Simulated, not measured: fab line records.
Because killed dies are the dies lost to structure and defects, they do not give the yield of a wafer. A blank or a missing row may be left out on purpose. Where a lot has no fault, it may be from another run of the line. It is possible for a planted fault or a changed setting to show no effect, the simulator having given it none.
fab line records	flow sky130
[record] lots = 12	wafers = 35	last-day = 50
route steps=708 shown METAL5@666 PASSIVATION@682
lots that met no fault: taken from a fault-free run of the same line
start-h: hours from the record's opening day to when the first of the lot's shown wafers began	wait-h: time in hours since the lot's previous step	" the same as in the row above	L1.1+2: one row covering several wafers at once	- no value, or no start was given	* or withheld: withheld	< > ~ a bound
route shown NAME@n: names a module that has steps shown in the file, with the first one's number in the route	usual: mean/standard deviation of fault-free wafers	same: alike in all rows	chamber/n: place in a boat	sites: each site's reading	_std_site: standard deviation of those values	_edge_site: mean of outer sites minus mean of inner sites	radius-mm: for every site, how far away it sits from the centre of the wafer	mask NAME#n: copy n	behind: the tool/chamber that last shaped the wafer	hold: cause of the lot's hold/its duration in hours/its outcome	device: the transistor (n, p or np) that didn't switch	end of line: tests run on the same wafers once the route is complete	step lacking rows: just its recipe	killed: count of dies lost to structure and defects at first sort (not the wafer's yield)	map: a wafer's dies, marking killed ones x, the rest . and places with no die _
set.NAME: the setting that was run; set.NAME@STEP: the one run at that earlier step	model.NAME: the simulator's own value behind a step, which no gauge read
steps of the route over a sample of lots; a table a step, a row a wafer
services: from which hour (start-h, from the record's first day; less than 0 if before it) a tool's chamber was out of use, for how many hours, and why
[[steps]]
[step SKY_METAL5_RS_MEAS_05]
[recipe] thk-meas-gauge = four-point-probe	reads = TiN_of_METAL5_SPUTTER_04+Ti_of_METAL5_SPUTTER_03+AlCu_of_METAL5_SPUTTER_02+TiN_of_METAL5_SPUTTER_01+Ti_of_METAL5_SPUTTER_00
[usual] METAL5_ALCU_RS = 0.0270/0.00033
lot.wafer	tool	chamber	start-h	wait-h	METAL5_ALCU_RS[ohm/sq]
L602.1	film-metro-02	-	999.45	0.0	0.0272
L602.3	"	-	"	"	0.0267
L602.5	"	-	"	"	0.0266
L603.2	film-metro-02	-	1013.97	0.0	0.0274
L603.4	"	-	"	"	0.0272
L603.5	"	-	"	"	0.0270
L605.1	film-metro-02	-	1023.93	0.0	0.0268
L605.2	"	-	"	"	0.0274
L605.5	"	-	"	"	0.0276
L607.2	film-metro-03	-	1040.13	0.0	0.0269
L607.3	"	-	"	"	0.0269
L607.4	"	-	"	"	0.0271
L608.2	film-metro-03	-	1050.56	0.0	0.0273
L608.5	"	-	"	"	0.0275
L608.6	"	-	"	"	0.0274
L609.2	film-metro-01	-	1068.14	0.0	0.0271
L609.3	"	-	"	"	0.0270
L609.4	"	-	"	"	0.0271
L610.4	film-metro-03	-	1080.67	0.1	0.0275
L610.5	"	-	"	"	0.0271
L610.6	"	-	"	"	0.0275
L617.2	film-metro-01	-	1108.50	0.0	0.0274
L617.3	"	-	"	"	0.0272
L619.3	film-metro-03	-	1113.67	0.1	0.0267
L619.5	"	-	"	"	0.0270
L619.6	"	-	"	"	0.0265
L621.1	film-metro-01	-	1136.32	0.0	0.0270
L621.3	"	-	"	"	0.0267
L621.4	"	-	"	"	0.0266
L622.1	film-metro-02	-	1136.62	0.0	0.0271
L622.3	"	-	"	"	0.0266
L622.6	"	-	"	"	0.0264
L624.1	film-metro-02	-	1142.32	0.0	0.0270
L624.3	"	-	"	"	0.0268
L624.5	"	-	"	"	0.0272
[step SKY_PASSIVATION_THK_MEAS_01]
[recipe] reads = SiO2_of_PASSIVATION_CVD_00
[usual] PASSIVATION_CVD_00_THK = 90.0/1.2
lot.wafer	tool	chamber	start-h	wait-h	PASSIVATION_CVD_00_THK[nm]
L602.1	film-metro-03	-	1024.21	-	90.0
L602.3	"	-	"	"	89.5
L602.5	"	-	"	"	91.8
L603.2	film-metro-04	-	1037.24	-	87.7
L603.4	"	-	"	"	89.4
L603.5	"	-	"	"	90.0
L605.1	film-metro-02	-	1046.65	-	92.3
L605.2	"	-	"	"	89.8
L605.5	"	-	"	"	92.1
L607.2	film-metro-02	-	1061.41	-	88.9
L607.3	"	-	"	"	89.7
L607.4	"	-	"	"	89.9
L608.2	film-metro-04	-	1072.02	-	90.7
L608.5	"	-	"	"	91.5
L608.6	"	-	"	"	91.7
L609.2	film-metro-04	-	1088.89	-	87.6
L609.3	"	-	"	"	90.7
L609.4	"	-	"	"	90.8
L610.4	film-metro-03	-	1101.80	-	90.4
L610.5	"	-	"	"	89.2
L610.6	"	-	"	"	89.9
L617.2	film-metro-02	-	1129.28	-	88.4
L617.3	"	-	"	"	88.6
L619.3	film-metro-02	-	1134.09	-	89.3
L619.5	"	-	"	"	90.1
L619.6	"	-	"	"	90.5
L621.1	film-metro-03	-	1156.23	-	90.7
L621.3	"	-	"	"	89.7
L621.4	"	-	"	"	90.6
L622.1	film-metro-03	-	1156.84	-	90.8
L622.3	"	-	"	"	89.1
L622.6	"	-	"	"	90.4
L624.1	film-metro-03	-	1161.61	-	89.0
L624.3	"	-	"	"	88.0
L624.5	"	-	"	"	89.8
[step SKY_PASSIVATION_CVD_02]
[recipe] material = Si3N4	target-thk-nm = 540	temp-c = 400	time-s = withheld	rf-w = 450
[usual] heater-power-w = 774/110	susceptor-temp-C = 400.01/0.21
lot.wafer	tool	chamber	start-h	wait-h	heater-power-w	susceptor-temp-C
L602.1	pecvd-01	1	1024.27	0.1	812	399.77
L602.3	"	2	"	"	704	399.98
L602.5	"	1	"	"	680	400.27
L603.2	pecvd-02	2	1037.29	0.0	736	400.21
L603.4	"	2	"	"	764	400.27
L603.5	"	0	"	"	884	399.78
L605.1	pecvd-04	2	1046.71	0.1	723	400.21
L605.2	"	1	"	"	833	399.88
L605.5	"	1	"	"	833	399.84
L607.2	pecvd-01	2	1061.46	0.0	629	399.73
L607.3	"	0	"	"	903	400.12
L607.4	"	0	"	"	927	399.75
L608.2	pecvd-02	2	1072.07	0.0	747	399.81
L608.5	"	1	"	"	811	400.34
L608.6	"	0	"	"	936	400.01
L609.2	pecvd-02	0	1088.94	0.0	936	399.81
L609.3	"	2	"	"	672	399.61
L609.4	"	2	"	"	710	399.73
L610.4	pecvd-02	2	1101.94	0.1	634	399.89
L610.5	"	1	"	"	844	400.22
L610.6	"	0	"	"	845	400.35
L617.2	pecvd-02	1	1129.33	0.0	735	399.82
L617.3	"	2	"	"	788	399.90
L619.3	pecvd-02	2	1134.13	0.0	772	399.91
L619.5	"	0	"	"	977	400.10
L619.6	"	2	"	"	775	400.30
L621.1	pecvd-04	2	1156.29	0.1	709	400.01
L621.3	"	1	"	"	832	400.68
L621.4	"	0	"	"	682	399.96
L622.1	pecvd-01	1	1156.90	0.1	730	399.76
L622.3	"	0	"	"	908	400.19
L622.6	"	2	"	"	685	400.13
L624.1	pecvd-01	1	1161.67	0.1	728	400.10
L624.3	"	0	"	"	910	399.92
L624.5	"	2	"	"	580	399.73
[step SKY_PASSIVATION_THK_MEAS_03]
[recipe] reads = Si3N4_of_PASSIVATION_CVD_02
[usual] PASSIVATION_CVD_02_THK = 539/7.1
lot.wafer	tool	chamber	start-h	wait-h	PASSIVATION_CVD_02_THK[nm]
L602.1	film-metro-02	-	1024.49	-	539
L602.3	"	-	"	"	546
L602.5	"	-	"	"	548
L603.2	film-metro-03	-	1037.53	-	539
L603.4	"	-	"	"	538
L603.5	"	-	"	"	536
L605.1	film-metro-02	-	1046.94	-	534
L605.2	"	-	"	"	528
L605.5	"	-	"	"	545
L607.2	film-metro-02	-	1061.69	-	546
L607.3	"	-	"	"	529
L607.4	"	-	"	"	534
L608.2	film-metro-03	-	1072.30	-	536
L608.5	"	-	"	"	550
L608.6	"	-	"	"	543
L609.2	film-metro-04	-	1089.18	-	534
L609.3	"	-	"	"	534
L609.4	"	-	"	"	546
L610.4	film-metro-02	-	1102.09	-	552
L610.5	"	-	"	"	545
L610.6	"	-	"	"	544
L617.2	film-metro-03	-	1129.57	-	546
L617.3	"	-	"	"	601
L619.3	film-metro-04	-	1134.37	-	604
L619.5	"	-	"	"	550
L619.6	"	-	"	"	554
L621.1	film-metro-02	-	1156.52	-	531
L621.3	"	-	"	"	537
L621.4	"	-	"	"	540
L622.1	film-metro-02	-	1157.12	-	522
L622.3	"	-	"	"	530
L622.6	"	-	"	"	549
L624.1	film-metro-02	-	1161.89	-	527
L624.3	"	-	"	"	533
L624.5	"	-	"	"	542
[step SKY_PASSIVATION_STRIP_12]
[recipe] chemistry = O2/N2	power-w = 1400	pressure-mtorr = 1500	platen-temp-c = withheld	overash-fraction = 0.7	o2-flow-sccm = 3000	n2-flow-sccm = 300
[usual] chamber-pressure-mTorr = 1499.9/1.3	drypump-motor-current-A = 5.5/0.38	oes-product-au = 0.660/0.0042	strip-time-to-endpoint-s = 31.54/0.13
lot.wafer	tool	chamber	start-h	wait-h	chamber-pressure-mTorr	drypump-motor-current-A	oes-product-au	rf-hours-counter-h	strip-time-to-endpoint-s
L602.1	plasma-asher-01	1	1046.51	0.1	1498.1	5.3	0.660	95	31.33
L602.3	"	1	"	"	1498.6	5.3	0.662	-	31.57
L602.5	"	0	"	"	1502.0	5.4	0.656	-	31.55
L603.2	plasma-asher-04	1	1059.26	0.1	1497.3	5.8	0.662	31	31.78
L603.4	"	1	"	"	1498.0	5.8	0.670	-	31.70
L603.5	"	0	"	"	1500.2	5.9	0.663	-	31.72
L605.1	plasma-asher-02	0	1068.31	0.1	1498.2	5.7	0.659	63	31.48
L605.2	"	1	"	"	1500.1	4.7	0.659	63	31.30
L605.5	"	1	"	"	1501.0	4.7	0.662	-	31.49
L607.2	plasma-asher-01	0	1083.26	0.1	1498.1	5.4	0.659	99	31.47
L607.3	"	1	"	"	1501.1	5.3	0.660	-	31.39
L607.4	"	0	"	"	1499.7	5.4	0.656	-	31.44
L608.2	plasma-asher-02	1	1092.68	0.1	1499.9	4.7	0.666	65	31.63
L608.5	"	1	"	"	1502.1	4.7	0.654	-	31.45
L608.6	"	0	"	"	1497.8	5.7	0.665	-	31.45
L609.2	plasma-asher-04	0	1108.71	0.1	1500.3	5.9	0.664	36	31.54
L609.3	"	0	"	"	1497.3	5.9	0.665	-	31.43
L609.4	"	1	"	"	1500.7	5.7	0.663	-	31.50
L610.4	plasma-asher-04	1	1120.96	0.1	1501.2	5.8	0.660	-	31.60
L610.5	"	0	"	"	1499.7	5.9	0.669	-	31.52
L610.6	"	1	"	"	1500.2	5.8	0.657	-	31.80
L617.2	plasma-asher-01	0	1149.01	0.1	1501.6	5.4	0.657	105	31.75
L617.3	"	1	"	"	1499.7	5.3	0.655	-	31.62
L619.3	plasma-asher-01	0	1153.45	0.1	1500.8	5.4	0.648	-	31.54
L619.5	"	0	"	"	1499.6	5.4	0.658	-	31.64
L619.6	"	1	"	"	1501.1	5.3	0.657	-	31.46
L621.1	plasma-asher-02	1	1173.41	0.1	1501.3	4.7	0.658	73	31.68
L621.3	"	1	"	"	1498.1	4.7	0.664	-	31.51
L621.4	"	0	"	"	1497.8	5.7	0.657	-	31.63
L622.1	plasma-asher-04	1	1174.91	0.1	1499.3	5.7	0.659	43	31.71
L622.3	"	1	"	"	1501.6	5.7	0.661	-	31.66
L622.6	"	0	"	"	1499.4	5.9	0.651	-	31.71
L624.1	plasma-asher-04	0	1178.73	0.1	1497.8	5.9	0.664	43	31.52
L624.3	"	1	"	"	1499.6	5.8	0.657	-	31.48
L624.5	"	1	"	"	1501.5	5.8	0.655	-	31.62
[[services]]
tool	chamber	start-h	hours	kind
plasma-asher-04	-	1026.44	2.3	repair
plasma-asher-04	-	1027.85	2.2	repair
pecvd-01	0	1039.46	2.1	scheduled-down
pecvd-02	0	1044.99	5.5	scheduled-down
pecvd-04	1	1058.38	5.5	scheduled-down
pecvd-01	2	1081.29	19.0	repair
pecvd-01	1	1120.31	5.5	scheduled-down
pecvd-04	2	1149.51	3.7	repair
pecvd-04	-	1156.62	2.8	pm
pecvd-01	-	1169.22	1.7	repair
plasma-asher-01	-	1177.99	1.1	repair
[[key]]
[first-sign] step = SKY_PASSIVATION_THK_MEAS_03	reading = PASSIVATION_CVD_02_THK	direction = up	sigmas = 9	usual = 539	struck = 603
effect none on later readings
met-at SKY_PASSIVATION_CVD_02
struck-lots L617,L619
struck-wafers L617.3,L619.3
not-acting-at SKY_METAL5_RS_MEAS_05,SKY_PASSIVATION_THK_MEAS_01,SKY_PASSIVATION_STRIP_12
onset-between 1101.94 1129.33
[fault] kind = process-parameter-drift	tool = pecvd-02	chamber = -	onset-h = 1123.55	steps = SKY_PASSIVATION_CVD_02	channel = time-s	offset = withheld	shape = step	end-h = 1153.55	scope = struck-wafers-only	acts-in = *
